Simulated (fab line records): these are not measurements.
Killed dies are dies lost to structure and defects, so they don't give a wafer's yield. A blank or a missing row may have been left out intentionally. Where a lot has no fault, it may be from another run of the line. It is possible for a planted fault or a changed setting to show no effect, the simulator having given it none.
Which of the tools did it? || flow gf180mcu || Sampling: 13 lots, 39 wafers, 5 of 602 route steps

## WHAT THE GAUGES READ, wafer by wafer
GF_MVPSD_TW_MEAS_11. Usual: MVPSD_TW gives 548 (standard deviation 4.2).
{"lot": "L613", "measured": "day 4 23:19", "on": "film_metro-02", "MVPSD_TW": "543 544 542", "flag": ""}
{"lot": "L614", "measured": "day 5 05:32", "on": "film_metro-03", "MVPSD_TW": "547 551 551", "flag": ""}
{"lot": "L615", "measured": "day 5 13:40", "on": "film_metro-03", "MVPSD_TW": "549 550 551", "flag": ""}
{"lot": "L616", "measured": "day 5 22:20", "on": "film_metro-03", "MVPSD_TW": "551 550 551", "flag": ""}
{"lot": "L617", "measured": "day 6 04:40", "on": "film_metro-03", "MVPSD_TW": "550 549 548", "flag": ""}
{"lot": "L618", "measured": "day 6 09:14", "on": "film_metro-03", "MVPSD_TW": "550 551 551", "flag": ""}
{"lot": "L619", "measured": "day 6 13:58", "on": "film_metro-03", "MVPSD_TW": "551 551 549", "flag": ""}
{"lot": "L620", "measured": "day 7 00:06", "on": "film_metro-03", "MVPSD_TW": "551 549 549", "flag": ""}
{"lot": "L621", "measured": "day 7 01:11", "on": "film_metro-02", "MVPSD_TW": "548 545 548", "flag": ""}
{"lot": "L625", "measured": "day 8 03:45", "on": "film_metro-03", "MVPSD_TW": "552 554 554", "flag": ""}
{"lot": "L626", "measured": "day 8 06:24", "on": "film_metro-03", "MVPSD_TW": "550 553 552", "flag": ""}
{"lot": "L627", "measured": "day 8 10:15", "on": "film_metro-03", "MVPSD_TW": "554 553 556", "flag": ""}
{"lot": "L628", "measured": "day 8 17:50", "on": "film_metro-01", "MVPSD_TW": "540 542 541", "flag": ""}

GF_VT_IMPLANT_OVL_MEAS_29. Usual: VT_IMPLANT_02_OVL gives -0.8 nm (standard deviation 1.4).
{"lot": "L613", "measured": "day 6 18:52", "on": "overlay-01", "VT_IMPLANT_02_OVL (nm)": "-0.8 0.7 -0.5", "flag": ""}
{"lot": "L614", "measured": "day 7 01:02", "on": "overlay-02", "VT_IMPLANT_02_OVL (nm)": "-0.7 -0.7 1.4", "flag": ""}
{"lot": "L615", "measured": "day 7 11:33", "on": "overlay-01", "VT_IMPLANT_02_OVL (nm)": "-2.0 -1.1 -0.9", "flag": ""}
{"lot": "L616", "measured": "day 7 20:11", "on": "overlay-01", "VT_IMPLANT_02_OVL (nm)": "-1.3 0.7 -1.5", "flag": ""}
{"lot": "L617", "measured": "day 8 03:38", "on": "overlay-02", "VT_IMPLANT_02_OVL (nm)": "0.0 0.4 0.0", "flag": ""}
{"lot": "L618", "measured": "day 8 07:44", "on": "overlay-01", "VT_IMPLANT_02_OVL (nm)": "1.3 -0.6 -0.9", "flag": ""}
{"lot": "L619", "measured": "day 8 14:34", "on": "overlay-01", "VT_IMPLANT_02_OVL (nm)": "0.6 1.6 0.4", "flag": ""}
{"lot": "L620", "measured": "day 9 01:09", "on": "overlay-01", "VT_IMPLANT_02_OVL (nm)": "-2.7 -3.7 -3.9", "flag": ""}
{"lot": "L621", "measured": "day 9 01:28", "on": "overlay-01", "VT_IMPLANT_02_OVL (nm)": "-3.1 -4.3 -2.8", "flag": ""}
{"lot": "L625", "measured": "day 10 06:23", "on": "overlay-01", "VT_IMPLANT_02_OVL (nm)": "-1.0 -1.4 -2.5", "flag": ""}
{"lot": "L626", "measured": "day 10 09:19", "on": "overlay-01", "VT_IMPLANT_02_OVL (nm)": "-0.3 -0.4 0.4", "flag": ""}
{"lot": "L627", "measured": "day 10 14:59", "on": "overlay-02", "VT_IMPLANT_02_OVL (nm)": "-3.4 -2.7 -3.2", "flag": ""}
{"lot": "L628", "measured": "day 10 21:23", "on": "overlay-01", "VT_IMPLANT_02_OVL (nm)": "-0.4 -1.6 -1.9", "flag": ""}

GF_VT_IMPLANT_TW_MEAS_43. Usual: VT_IMPLANT_4_TW gives 692 (standard deviation 11).
{"lot": "L613", "measured": "day 7 10:35", "on": "film_metro-04", "VT_IMPLANT_4_TW": "694 694 697", "flag": ""}
{"lot": "L614", "measured": "day 7 16:53", "on": "film_metro-03", "VT_IMPLANT_4_TW": "685 689 685", "flag": ""}
{"lot": "L615", "measured": "day 8 03:38", "on": "film_metro-03", "VT_IMPLANT_4_TW": "694 693 691", "flag": ""}
{"lot": "L616", "measured": "day 8 13:40", "on": "film_metro-01", "VT_IMPLANT_4_TW": "673 677 675", "flag": ""}
{"lot": "L617", "measured": "day 8 20:45", "on": "film_metro-01", "VT_IMPLANT_4_TW": "674 672 674", "flag": ""}
{"lot": "L618", "measured": "day 9 01:05", "on": "film_metro-04", "VT_IMPLANT_4_TW": "703 707 701", "flag": ""}
{"lot": "L619", "measured": "day 9 07:27", "on": "film_metro-04", "VT_IMPLANT_4_TW": "700 705 705", "flag": ""}
{"lot": "L620", "measured": "day 9 18:20", "on": "film_metro-04", "VT_IMPLANT_4_TW": "701 699 705", "flag": ""}
{"lot": "L621", "measured": "day 9 18:51", "on": "film_metro-04", "VT_IMPLANT_4_TW": "704 700 702", "flag": ""}
{"lot": "L625", "measured": "day 11 00:49", "on": "film_metro-03", "VT_IMPLANT_4_TW": "507 508 509", "flag": "OFF"}
{"lot": "L626", "measured": "day 11 03:30", "on": "film_metro-04", "VT_IMPLANT_4_TW": "518 520 521", "flag": "OFF"}
{"lot": "L627", "measured": "day 11 09:35", "on": "film_metro-04", "VT_IMPLANT_4_TW": "517 517 517", "flag": "OFF"}
{"lot": "L628", "measured": "day 11 16:35", "on": "film_metro-03", "VT_IMPLANT_4_TW": "509 510 511", "flag": "OFF"}

GF_DUAL_GATE_OVL_MEAS_11. Usual: DUAL_GATE_OVL gives -0.4 nm (standard deviation 1.4).
{"lot": "L613", "measured": "day 8 05:37", "on": "overlay-02", "DUAL_GATE_OVL (nm)": "-0.4 0.0 -2.1", "flag": ""}
{"lot": "L614", "measured": "day 8 11:27", "on": "overlay-01", "DUAL_GATE_OVL (nm)": "-0.3 -1.1 1.2", "flag": ""}
{"lot": "L615", "measured": "day 8 21:56", "on": "overlay-01", "DUAL_GATE_OVL (nm)": "-3.5 -1.9 -1.1", "flag": ""}
{"lot": "L616", "measured": "day 9 08:19", "on": "overlay-02", "DUAL_GATE_OVL (nm)": "-1.9 -0.7 -2.4", "flag": ""}
{"lot": "L617", "measured": "day 9 16:58", "on": "overlay-01", "DUAL_GATE_OVL (nm)": "0.8 0.9 -0.1", "flag": ""}
{"lot": "L618", "measured": "day 9 20:32", "on": "overlay-01", "DUAL_GATE_OVL (nm)": "-1.4 -2.8 -0.8", "flag": ""}
{"lot": "L619", "measured": "day 10 04:59", "on": "overlay-01", "DUAL_GATE_OVL (nm)": "0.6 -1.7 1.0", "flag": ""}
{"lot": "L620", "measured": "day 10 14:34", "on": "overlay-02", "DUAL_GATE_OVL (nm)": "0.5 2.1 2.0", "flag": ""}
{"lot": "L621", "measured": "day 10 14:41", "on": "overlay-01", "DUAL_GATE_OVL (nm)": "-0.8 -1.3 0.9", "flag": ""}
{"lot": "L625", "measured": "day 11 21:13", "on": "overlay-02", "DUAL_GATE_OVL (nm)": "1.7 1.1 1.3", "flag": ""}
{"lot": "L626", "measured": "day 12 00:56", "on": "overlay-01", "DUAL_GATE_OVL (nm)": "-0.4 -0.7 -3.0", "flag": ""}
{"lot": "L627", "measured": "day 12 07:04", "on": "overlay-01", "DUAL_GATE_OVL (nm)": "-1.3 -1.8 -1.5", "flag": ""}
{"lot": "L628", "measured": "day 12 14:43", "on": "overlay-02", "DUAL_GATE_OVL (nm)": "3.3 2.3 0.7", "flag": ""}

## TOOL THAT RAN EACH LOT (tool first, then ch and the chambers of the sampled wafers, then the start)
{"lot": "L613", "GF_VT_IMPLANT_IMPLANT_41": "implanter-03 ch 0, day 7 10:21"}
{"lot": "L614", "GF_VT_IMPLANT_IMPLANT_41": "implanter-03 ch 0, day 7 16:38"}
{"lot": "L615", "GF_VT_IMPLANT_IMPLANT_41": "implanter-04 ch 0, day 8 03:25"}
{"lot": "L616", "GF_VT_IMPLANT_IMPLANT_41": "implanter-04 ch 0, day 8 13:25"}
{"lot": "L617", "GF_VT_IMPLANT_IMPLANT_41": "implanter-04 ch 0, day 8 20:31"}
{"lot": "L618", "GF_VT_IMPLANT_IMPLANT_41": "implanter-03 ch 0, day 9 00:52"}
{"lot": "L619", "GF_VT_IMPLANT_IMPLANT_41": "implanter-03 ch 0, day 9 07:13"}
{"lot": "L620", "GF_VT_IMPLANT_IMPLANT_41": "implanter-02 ch 0, day 9 18:05"}
{"lot": "L621", "GF_VT_IMPLANT_IMPLANT_41": "implanter-03 ch 0, day 9 18:37"}
{"lot": "L625", "GF_VT_IMPLANT_IMPLANT_41": "implanter-03 ch 0, day 11 00:34"}
{"lot": "L626", "GF_VT_IMPLANT_IMPLANT_41": "implanter-02 ch 0, day 11 03:17"}
{"lot": "L627", "GF_VT_IMPLANT_IMPLANT_41": "implanter-03 ch 0, day 11 09:20"}
{"lot": "L628", "GF_VT_IMPLANT_IMPLANT_41": "implanter-04 ch 0, day 11 16:20"}
- GF_VT_IMPLANT_IMPLANT_41

## WHAT THE TOOLS THEMSELVES READ (means of the sampled wafers that have a number; where no wafer has one, the mark that the record gives instead)
The record holds no such reading with a usual standard deviation.

## THE ANSWER, worked out from the rows above alone
Rule: lot off if the mean of its wafers having a number is beyond 3 standard deviations from the usual mean. A lot without any number at a reading at which 4 lots or more have one is off too. Where the step has rows for the other lots, those lots are counted as sound. After the gauges, taken in route order, come the tools' own readings; for these a lot's mean is taken, as printed above. The first step at which some lot is off is used, and at that step the reading that is off furthest; a lot without a number counts as furthest.
Off: L625, L626, L627, L628, at GF_VT_IMPLANT_TW_MEAS_43 (VT_IMPLANT_4_TW).
If a tool, at a process step before that reading, ran all the lots that are off and no sound lot after the first of them, it fits. Gauges at GF_VT_IMPLANT_TW_MEAS_43: tried the same way as those tools. No candidate that was tried fits.

## WHAT WAS PUT IN BY THE SIMULATOR
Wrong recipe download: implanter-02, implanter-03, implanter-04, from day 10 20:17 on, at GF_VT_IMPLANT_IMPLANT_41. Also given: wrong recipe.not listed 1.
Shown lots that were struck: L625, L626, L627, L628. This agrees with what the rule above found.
